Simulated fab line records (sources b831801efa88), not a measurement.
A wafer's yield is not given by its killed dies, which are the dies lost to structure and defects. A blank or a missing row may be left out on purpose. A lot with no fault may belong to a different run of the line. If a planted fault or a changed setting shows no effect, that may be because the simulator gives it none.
fab line records | flow gf180mcu
record: lots: 14 | wafers: 42 | lastDay: 34
route steps=602 shown M2@367 V2@385
lots that met no fault: taken from a fault-free run of the same line
startH: start of the lot's first displayed wafer, in hours after the record's first day | waitH: hours elapsed since this lot's preceding step | " repeats the value in the row above | L1.1+2: a row that stands for several wafers | - either no value or no given start | * or withheld: withheld | < > ~ a bound
route shown NAME@n: names a module that has steps shown in the file, with the first one's number in the route | usual: average and standard deviation across the fault-free wafers | same: alike in all rows | chamber/n: place in a boat | sites: the reading at each site | _std_site: the values' standard deviation | _edge_site: mean of outer sites minus mean of inner sites | radiusMm: for every site, how far away it sits from the centre of the wafer | mask NAME#n: copy n | behind: the tool/chamber that last shaped the wafer | hold: the reason the lot was held/the length of the hold in hours/how it ended | device: transistor that didn't switch, given as n, p or np | end of line: the route-end tests of the same wafers | step lacking rows: just its recipe | killed: at the first sort, the dies lost to defects and structure; wafer yield is something else | map: a wafer's dies, marking killed ones x, the rest . and places with no die _
set.NAME: the setting that was run; set.NAME@STEP: the one run at that earlier step | model.NAME: the simulator's own value behind a step, which no gauge read
steps of the route over a sample of lots; a table a step, a row a wafer
services: a tool's chamber out of use, with start hour (startH, from the record's first day; less than 0 if before it), hours out, and reason
== steps ==
step: GF_M2_RS_MEAS_05
recipe: thkMeasGauge: four-point-probe | reads: TiN_of_M2_SPUTTER_04+Ti_of_M2_SPUTTER_03+AlCu_of_M2_SPUTTER_02+TiN_of_M2_SPUTTER_01+Ti_of_M2_SPUTTER_00
usual: M2_ALCU_RS: 0.0695/0.00083
lot.wafer | tool         | chamber | startH | waitH | M2_ALCU_RS[ohm/sq]
L181.1    | filmMetro-01 | -       | 422.03 | 0.0   | 0.0705
L181.4    | "            | -       | "      | "     | 0.0691
L181.6    | "            | -       | "      | "     | 0.0695
L182.1    | filmMetro-02 | -       | 427.04 | 0.0   | 0.0680
L182.2    | "            | -       | "      | "     | 0.0685
L182.4    | "            | -       | "      | "     | 0.0693
L185.3    | filmMetro-01 | -       | 456.82 | 0.1   | 0.0701
L185.4    | "            | -       | "      | "     | 0.0690
L185.5    | "            | -       | "      | "     | 0.0694
L186.4    | filmMetro-02 | -       | 465.42 | 0.1   | 0.0680
L186.5    | "            | -       | "      | "     | 0.0692
L186.6    | "            | -       | "      | "     | 0.0683
L187.4    | filmMetro-02 | -       | 470.35 | 0.1   | 0.0695
L187.5    | "            | -       | "      | "     | 0.0693
L187.6    | "            | -       | "      | "     | 0.0691
L188.1    | filmMetro-02 | -       | 485.02 | 0.0   | 0.0678
L188.5    | "            | -       | "      | "     | 0.0684
L188.6    | "            | -       | "      | "     | 0.0686
L190.2    | filmMetro-02 | -       | 513.14 | 0.0   | 0.0701
L190.4    | "            | -       | "      | "     | 0.0692
L190.6    | "            | -       | "      | "     | 0.0694
L194.1    | filmMetro-02 | -       | 541.46 | 0.0   | 0.0703
L194.3    | "            | -       | "      | "     | 0.0702
L194.4    | "            | -       | "      | "     | 0.0697
L195.1    | filmMetro-04 | -       | 550.63 | 0.0   | 0.0686
L195.2    | "            | -       | "      | "     | 0.0694
L195.4    | "            | -       | "      | "     | 0.0690
L197.3    | filmMetro-02 | -       | 560.73 | 0.1   | 0.0720
L197.5    | "            | -       | "      | "     | 0.0700
L197.6    | "            | -       | "      | "     | 0.0712
L199.1    | filmMetro-01 | -       | 578.89 | 0.0   | 0.0693
L199.2    | "            | -       | "      | "     | 0.0699
L199.4    | "            | -       | "      | "     | 0.0696
L200.1    | filmMetro-01 | -       | 588.28 | 0.0   | 0.0699
L200.4    | "            | -       | "      | "     | 0.0692
L200.5    | "            | -       | "      | "     | 0.0700
L201.1    | filmMetro-02 | -       | 596.12 | 0.0   | 0.0701
L201.2    | "            | -       | "      | "     | 0.0689
L201.6    | "            | -       | "      | "     | 0.0682
L203.1    | filmMetro-04 | -       | 611.59 | 0.0   | 0.0695
L203.3    | "            | -       | "      | "     | 0.0684
L203.4    | "            | -       | "      | "     | 0.0692
step: GF_V2_THK_MEAS_03
recipe: reads: SiO2_of_V2_CVD_02
usual: V2_CVD_02_THK: 847/12
lot.wafer | tool         | chamber | startH | waitH | V2_CVD_02_THK[nm]
L181.1    | filmMetro-01 | -       | 447.44 | 0.0   | 843
L181.4    | "            | -       | "      | "     | 849
L181.6    | "            | -       | "      | "     | 858
L182.1    | filmMetro-04 | -       | 452.16 | 0.0   | 841
L182.2    | "            | -       | "      | "     | 843
L182.4    | "            | -       | "      | "     | 861
L185.3    | filmMetro-01 | -       | 482.02 | 0.1   | 844
L185.4    | "            | -       | "      | "     | 865
L185.5    | "            | -       | "      | "     | 858
L186.4    | filmMetro-04 | -       | 489.58 | 0.0   | 850
L186.5    | "            | -       | "      | "     | 855
L186.6    | "            | -       | "      | "     | 848
L187.4    | filmMetro-03 | -       | 495.62 | 0.1   | 861
L187.5    | "            | -       | "      | "     | 839
L187.6    | "            | -       | "      | "     | 851
L188.1    | filmMetro-04 | -       | 510.36 | 0.0   | 826
L188.5    | "            | -       | "      | "     | 851
L188.6    | "            | -       | "      | "     | 842
L190.2    | filmMetro-01 | -       | 537.37 | 0.1   | 833
L190.4    | "            | -       | "      | "     | 830
L190.6    | "            | -       | "      | "     | 839
L194.1    | filmMetro-03 | -       | 565.19 | 0.0   | 854
L194.3    | "            | -       | "      | "     | 839
L194.4    | "            | -       | "      | "     | 873
L195.1    | filmMetro-03 | -       | 573.51 | 0.0   | 849
L195.2    | "            | -       | "      | "     | 846
L195.4    | "            | -       | "      | "     | 866
L197.3    | filmMetro-01 | -       | 581.34 | 0.1   | 828
L197.5    | "            | -       | "      | "     | 841
L197.6    | "            | -       | "      | "     | 846
L199.1    | filmMetro-03 | -       | 600.65 | 0.0   | 829
L199.2    | "            | -       | "      | "     | 844
L199.4    | "            | -       | "      | "     | 845
L200.1    | filmMetro-03 | -       | 609.71 | 0.0   | 843
L200.4    | "            | -       | "      | "     | 849
L200.5    | "            | -       | "      | "     | 862
L201.1    | filmMetro-01 | -       | 617.16 | 0.0   | 849
L201.2    | "            | -       | "      | "     | 837
L201.6    | "            | -       | "      | "     | 847
L203.1    | filmMetro-04 | -       | 632.72 | 0.0   | 836
L203.3    | "            | -       | "      | "     | 852
L203.4    | "            | -       | "      | "     | 847
step: GF_V2_ETCH_16
recipe: chemistry: N2/H2 | targetDepthA: withheld | overetchA: withheld | timeS: withheld | target: BARC | ionEnergyEv: 200 | sourceW: 500 | biasW: 100 | pressureMtorr: 30 | n2FlowSccm: 100 | h2FlowSccm: 200
usual: biasW: 100.01/0.29 | chamberPressureMTorr: 30.000/0.026 | drypumpMotorCurrentA: 5.9/0.35 | oesProductAu: 0.856/0.005 | throttleValvePct: 13.225/0.0091
lot.wafer | tool       | chamber | startH | waitH | biasW  | chamberPressureMTorr | drypumpMotorCurrentA | oesProductAu | throttleValvePct
L181.1    | rieDiel-01 | 0       | 472.41 | 0.0   | 99.88  | 30.015               | 5.8                  | 0.858        | 13.224
L181.4    | "          | 1       | "      | "     | 99.84  | 30.022               | 5.9                  | 0.854        | 13.232
L181.6    | "          | 3       | "      | "     | 100.19 | 30.005               | 6.4                  | 0.852        | 13.219
L182.1    | rieDiel-01 | 0       | 476.06 | 0.0   | 100.13 | 29.990               | 5.8                  | 0.856        | 13.228
L182.2    | "          | 2       | "      | "     | 99.72  | 30.015               | 6.3                  | 0.857        | 13.220
L182.4    | "          | 1       | "      | "     | 100.00 | 29.996               | 6.0                  | 0.865        | 13.225
L185.3    | rieDiel-01 | 1       | 506.24 | 0.0   | 99.93  | 29.978               | 6.0                  | 0.855        | 13.215
L185.4    | "          | 2       | "      | "     | 100.38 | 29.998               | 6.3                  | 0.846        | 13.224
L185.5    | "          | 3       | "      | "     | 99.77  | 30.015               | 6.4                  | 0.856        | 13.247
L186.4    | rieDiel-01 | 0       | 514.60 | 0.0   | 100.06 | 30.031               | 5.8                  | 0.856        | 13.210
L186.5    | "          | 2       | "      | "     | 99.83  | 30.044               | 6.3                  | 0.860        | 13.227
L186.6    | "          | 3       | "      | "     | 100.21 | 30.026               | 6.4                  | 0.852        | 13.217
L187.4    | rieDiel-02 | 0       | 519.47 | 0.0   | 100.20 | 30.005               | 5.4                  | 0.860        | 13.225
L187.5    | "          | 2       | "      | "     | 100.22 | 30.019               | 5.9                  | 0.853        | 13.227
L187.6    | "          | 1       | "      | "     | 100.13 | 29.935               | 5.5                  | 0.850        | 13.212
L188.1    | rieDiel-01 | 3       | 533.66 | 0.0   | 100.14 | 29.976               | 6.4                  | 0.855        | 13.233
L188.5    | "          | 1       | "      | "     | 99.94  | 29.994               | 6.0                  | 0.858        | 13.221
L188.6    | "          | 0       | "      | "     | 99.62  | 29.990               | 5.8                  | 0.859        | 13.213
L190.2    | rieDiel-01 | 2       | 559.75 | 0.0   | 99.87  | 30.033               | 6.3                  | 0.852        | 13.243
L190.4    | "          | 3       | "      | "     | 100.51 | 29.963               | 6.4                  | 0.856        | 13.229
L190.6    | "          | 3       | "      | "     | 100.23 | 30.014               | 6.4                  | 0.850        | 13.228
L194.1    | rieDiel-01 | 0       | 586.85 | 0.0   | -      | -                    | -                    | -            | -
L194.3    | "          | 2       | "      | "     | -      | -                    | -                    | -            | -
L194.4    | "          | 1       | "      | "     | -      | -                    | -                    | -            | -
L195.1    | rieDiel-02 | 1       | 595.70 | 0.0   | -      | -                    | -                    | -            | -
L195.2    | "          | 2       | "      | "     | -      | -                    | -                    | -            | -
L195.4    | "          | 0       | "      | "     | -      | -                    | -                    | -            | -
L197.3    | rieDiel-01 | 0       | 603.70 | 0.0   | 100.35 | 30.023               | 5.8                  | 0.855        | 13.235
L197.5    | "          | 2       | "      | "     | 100.28 | 30.006               | 6.3                  | 0.845        | 13.225
L197.6    | "          | 3       | "      | "     | 100.02 | 30.002               | 6.4                  | 0.863        | 13.217
L199.1    | rieDiel-04 | 0       | 621.10 | 0.0   | 100.32 | 30.016               | 5.5                  | 0.858        | 13.229
L199.2    | "          | 3       | "      | "     | 100.01 | 29.965               | 5.5                  | 0.849        | 13.213
L199.4    | "          | 1       | "      | "     | 99.67  | 30.007               | 5.6                  | 0.851        | 13.231
L200.1    | rieDiel-04 | 0       | 630.54 | 0.0   | 99.82  | 30.021               | 5.5                  | 0.849        | 13.229
L200.4    | "          | 2       | "      | "     | 99.54  | 30.029               | 5.8                  | 0.856        | 13.208
L200.5    | "          | 0       | "      | "     | 99.78  | 29.954               | 5.5                  | 0.858        | 13.224
L201.1    | rieDiel-01 | 1       | 637.84 | 0.0   | 100.09 | 29.988               | 6.0                  | 0.852        | 13.230
L201.2    | "          | 0       | "      | "     | 100.05 | 30.000               | 5.8                  | 0.856        | 13.229
L201.6    | "          | 0       | "      | "     | 99.54  | 30.008               | 5.8                  | 0.850        | 13.221
L203.1    | rieDiel-02 | 0       | 652.17 | 0.0   | 99.94  | 29.972               | 5.4                  | 0.859        | 13.228
L203.3    | "          | 2       | "      | "     | 100.18 | 29.997               | 5.9                  | 0.854        | 13.237
L203.4    | "          | 1       | "      | "     | 99.54  | 30.038               | 5.5                  | 0.862        | 13.219
step: GF_V2_ETCH_17
recipe: chemistry: C4F8/O2/Ar | maskMaterial: KrF | target: SiO2 | stopOn: TiN | sourceW: 1500 | biasW: 1200 | pressureMtorr: 40 | c4f8FlowSccm: withheld | O2_flow_sccm: 6 | Ar_flow_sccm: 300 | timeS: withheld | targetDepthA: 6300
usual: biasW: 1200/3.4 | chamberPressureMTorr: 40.00/0.037 | oesProductAu: 0.856/0.0047
lot.wafer | tool       | chamber | startH | waitH | biasW | chamberPressureMTorr | oesProductAu
L181.1    | rieDiel-01 | 0       | -      | -     | 1203  | 39.96                | 0.848
L181.4    | "          | 1       | "      | "     | 1199  | 40.05                | 0.855
L181.6    | "          | 3       | "      | "     | 1197  | 40.00                | 0.863
L182.1    | rieDiel-01 | 0       | -      | -     | 1201  | 40.03                | 0.853
L182.2    | "          | 2       | "      | "     | 1197  | 39.98                | 0.861
L182.4    | "          | 1       | "      | "     | 1196  | 40.05                | 0.859
L185.3    | rieDiel-01 | 1       | -      | -     | 1196  | 40.04                | 0.854
L185.4    | "          | 2       | "      | "     | 1202  | 40.03                | 0.853
L185.5    | "          | 3       | "      | "     | 1199  | 40.00                | 0.862
L186.4    | rieDiel-01 | 0       | -      | -     | 1196  | 40.01                | 0.847
L186.5    | "          | 2       | "      | "     | 1203  | 39.96                | 0.846
L186.6    | "          | 3       | "      | "     | 1202  | 40.01                | 0.860
L187.4    | rieDiel-02 | 0       | -      | -     | 1197  | 40.04                | 0.856
L187.5    | "          | 2       | "      | "     | 1198  | 40.00                | 0.854
L187.6    | "          | 1       | "      | "     | 1203  | 40.00                | 0.843
L188.1    | rieDiel-01 | 3       | -      | -     | 1201  | 39.97                | 0.849
L188.5    | "          | 1       | "      | "     | 1197  | 40.00                | 0.857
L188.6    | "          | 0       | "      | "     | 1199  | 39.95                | 0.859
L190.2    | rieDiel-01 | 2       | -      | -     | 1199  | 39.99                | 0.860
L190.4    | "          | 3       | "      | "     | 1203  | 39.98                | 0.849
L190.6    | "          | 3       | "      | "     | 1199  | 40.08                | 0.855
L194.1    | rieDiel-01 | 0       | -      | -     | 1195  | 40.01                | 0.380
L194.3    | "          | 2       | "      | "     | 1199  | 39.99                | 0.370
L194.4    | "          | 1       | "      | "     | 1201  | 40.02                | 0.371
L195.1    | rieDiel-02 | 1       | -      | -     | 1202  | 40.01                | 0.373
L195.2    | "          | 2       | "      | "     | 1203  | 40.01                | 0.373
L195.4    | "          | 0       | "      | "     | 1202  | 40.00                | 0.369
L197.3    | rieDiel-01 | 0       | -      | -     | 1203  | 39.95                | 0.856
L197.5    | "          | 2       | "      | "     | 1199  | 39.98                | 0.858
L197.6    | "          | 3       | "      | "     | 1194  | 39.98                | 0.854
L199.1    | rieDiel-04 | 0       | -      | -     | 1203  | 40.02                | 0.863
L199.2    | "          | 3       | "      | "     | 1198  | 40.05                | 0.858
L199.4    | "          | 1       | "      | "     | 1203  | 39.98                | 0.853
L200.1    | rieDiel-04 | 0       | -      | -     | 1200  | 40.05                | 0.864
L200.4    | "          | 2       | "      | "     | 1206  | 39.97                | 0.852
L200.5    | "          | 0       | "      | "     | 1193  | 39.96                | 0.855
L201.1    | rieDiel-01 | 1       | -      | -     | 1204  | 40.00                | 0.854
L201.2    | "          | 0       | "      | "     | 1200  | 40.03                | 0.858
L201.6    | "          | 0       | "      | "     | 1203  | 40.10                | 0.858
L203.1    | rieDiel-02 | 0       | -      | -     | 1198  | 39.97                | 0.860
L203.3    | "          | 2       | "      | "     | 1193  | 40.01                | 0.858
L203.4    | "          | 1       | "      | "     | 1205  | 40.02                | 0.857
step: GF_V2_STRIP_18
recipe: chemistry: O2/N2 | powerW: 1400 | pressureMtorr: 1500 | platenTempC: 250 | o2FlowSccm: 3000 | n2FlowSccm: 300 | overashFraction: 0.5
usual: drypumpMotorCurrentA: 5.5/0.33 | heaterPowerW: 309/38 | oesProductAu: 0.592/0.0052
lot.wafer | tool           | chamber | startH | waitH | drypumpMotorCurrentA | heaterPowerW | oesProductAu | rfHoursCounterH
L181.1    | plasmaAsher-03 | 0       | 472.53 | -     | 5.3                  | 345          | 0.590        | 5
L181.4    | "              | 1       | "      | "     | 5.3                  | 319          | 0.592        | -
L181.6    | "              | 0       | "      | "     | 5.3                  | 333          | 0.583        | -
L182.1    | plasmaAsher-03 | 1       | 476.18 | -     | 5.3                  | 318          | 0.596        | 5
L182.2    | "              | 0       | "      | "     | 5.4                  | 339          | 0.590        | 5
L182.4    | "              | 0       | "      | "     | 5.3                  | 329          | 0.598        | -
L185.3    | plasmaAsher-04 | 1       | 506.41 | -     | 5.8                  | 357          | 0.582        | -
L185.4    | "              | 0       | "      | "     | 5.9                  | 294          | 0.591        | -
L185.5    | "              | 1       | "      | "     | 5.9                  | 359          | 0.588        | -
L186.4    | plasmaAsher-03 | 1       | 514.77 | -     | 5.4                  | 323          | 0.590        | -
L186.5    | "              | 0       | "      | "     | 5.4                  | 328          | 0.600        | -
L186.6    | "              | 1       | "      | "     | 5.3                  | 315          | 0.596        | -
L187.4    | plasmaAsher-02 | 1       | 519.62 | -     | 5.0                  | 254          | 0.589        | -
L187.5    | "              | 1       | "      | "     | 5.0                  | 257          | 0.589        | -
L187.6    | "              | 0       | "      | "     | 5.6                  | 282          | 0.592        | -
L188.1    | plasmaAsher-04 | 0       | 533.78 | -     | 5.9                  | 303          | 0.594        | 41
L188.5    | "              | 1       | "      | "     | 5.9                  | 371          | 0.586        | -
L188.6    | "              | 0       | "      | "     | 5.9                  | 295          | 0.594        | -
L190.2    | plasmaAsher-04 | 0       | 559.88 | -     | 5.9                  | 292          | 0.586        | 44
L190.4    | "              | 1       | "      | "     | 5.9                  | 368          | 0.590        | -
L190.6    | "              | 1       | "      | "     | 5.9                  | 359          | 0.599        | -
L194.1    | plasmaAsher-02 | 0       | 586.98 | -     | 5.6                  | 283          | 0.598        | 99
L194.3    | "              | 1       | "      | "     | 5.0                  | 250          | 0.609        | -
L194.4    | "              | 0       | "      | "     | 5.6                  | 289          | 0.611        | -
L195.1    | plasmaAsher-03 | 1       | 595.83 | -     | 5.4                  | 320          | 0.610        | 18
L195.2    | "              | 0       | "      | "     | 5.4                  | 328          | 0.602        | 18
L195.4    | "              | 1       | "      | "     | 5.4                  | 325          | 0.610        | -
L197.3    | plasmaAsher-04 | 0       | 603.86 | -     | 5.9                  | 299          | 0.592        | -
L197.5    | "              | 0       | "      | "     | 5.9                  | 299          | 0.587        | -
L197.6    | "              | 1       | "      | "     | 5.9                  | 368          | 0.601        | -
L199.1    | plasmaAsher-03 | 0       | 621.23 | -     | 5.3                  | 332          | 0.590        | 20
L199.2    | "              | 1       | "      | "     | 5.3                  | 326          | 0.589        | 20
L199.4    | "              | 1       | "      | "     | 5.3                  | 312          | 0.594        | -
L200.1    | plasmaAsher-03 | 0       | 630.67 | -     | 5.4                  | 328          | 0.591        | 22
L200.4    | "              | 0       | "      | "     | 5.4                  | 336          | 0.599        | -
L200.5    | "              | 1       | "      | "     | 5.4                  | 325          | 0.591        | -
L201.1    | plasmaAsher-04 | 1       | 637.96 | -     | 5.9                  | 365          | 0.591        | 53
L201.2    | "              | 0       | "      | "     | 5.9                  | 301          | 0.587        | 53
L201.6    | "              | 1       | "      | "     | 5.9                  | 368          | 0.589        | -
L203.1    | plasmaAsher-02 | 0       | 652.30 | -     | 5.6                  | 284          | 0.597        | 106
L203.3    | "              | 0       | "      | "     | 5.6                  | 279          | 0.586        | -
L203.4    | "              | 1       | "      | "     | 4.9                  | 247          | 0.591        | -
== services ==
tool           | chamber | startH | hours | kind
rieDiel-04     | 2       | 451.84 | 1.5   | repair
rieDiel-04     | -       | 472.34 | 1.3   | repair
rieDiel-04     | 0       | 484.27 | 2.2   | repair
rieDiel-02     | 3       | 500.73 | -     | clean
rieDiel-02     | 3       | 500.73 | 19.2  | scheduledDown
rieDiel-02     | 3       | 500.73 | 19.2  | ventCycle
rieDiel-01     | 2       | 519.13 | 11.5  | repair
plasmaAsher-02 | -       | 535.58 | 1.4   | repair
rieDiel-04     | 0       | 537.47 | 7.1   | repair
plasmaAsher-04 | -       | 541.78 | 1.5   | repair
rieDiel-02     | 0       | 556.09 | 3.8   | repair
rieDiel-04     | 0       | 570.75 | 5.3   | repair
plasmaAsher-02 | -       | 576.80 | 10.1  | repair
rieDiel-04     | 1       | 580.93 | 27.4  | repair
rieDiel-01     | 1       | 595.88 | -     | clean
rieDiel-01     | 1       | 595.88 | 17.6  | scheduledDown
rieDiel-01     | 1       | 595.88 | 17.6  | ventCycle
rieDiel-02     | -       | 621.56 | 0.8   | repair
plasmaAsher-04 | -       | 645.74 | 2.8   | pm
rieDiel-01     | -       | 651.45 | 0.3   | repair
== key ==
firstSign: step: GF_V2_ETCH_16 | reading: toolRecord | direction: missing
effect: step: GF_V2_ETCH_17 | reading: oesProductAu | direction: down | sigmas: 99+ | usual: 0.856 | struck: 0.373
effect: step: GF_V2_STRIP_18 | reading: oesProductAu | direction: up | sigmas: 2.8 | usual: 0.592 | struck: 0.607
metAt GF_V2_ETCH_16
struckLots L194,L195
laterRowsLeftOut L194.1,L194.3,L194.4,L195.1,L195.2,L195.4
sortLeftOut L194.1,L194.3,L194.4,L195.1,L195.2,L195.4
notActingAt GF_M2_RS_MEAS_05,GF_V2_THK_MEAS_03
onsetBetween 559.75 586.85
fault: kind: skippedStepWhole | tool: rieDiel-01,rieDiel-02 | chamber: - | onsetH: 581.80 | steps: GF_V2_ETCH_16 | scope: struckLotsOnly
sortLeftOut: the simulated sort isn't trusted on such a fault, so these wafers' sort isn't shown, and their yield isn't known
laterRowsLeftOut: the simulator's readings of these wafers behind a module that went badly wrong aren't trusted and aren't shown, but for the sort
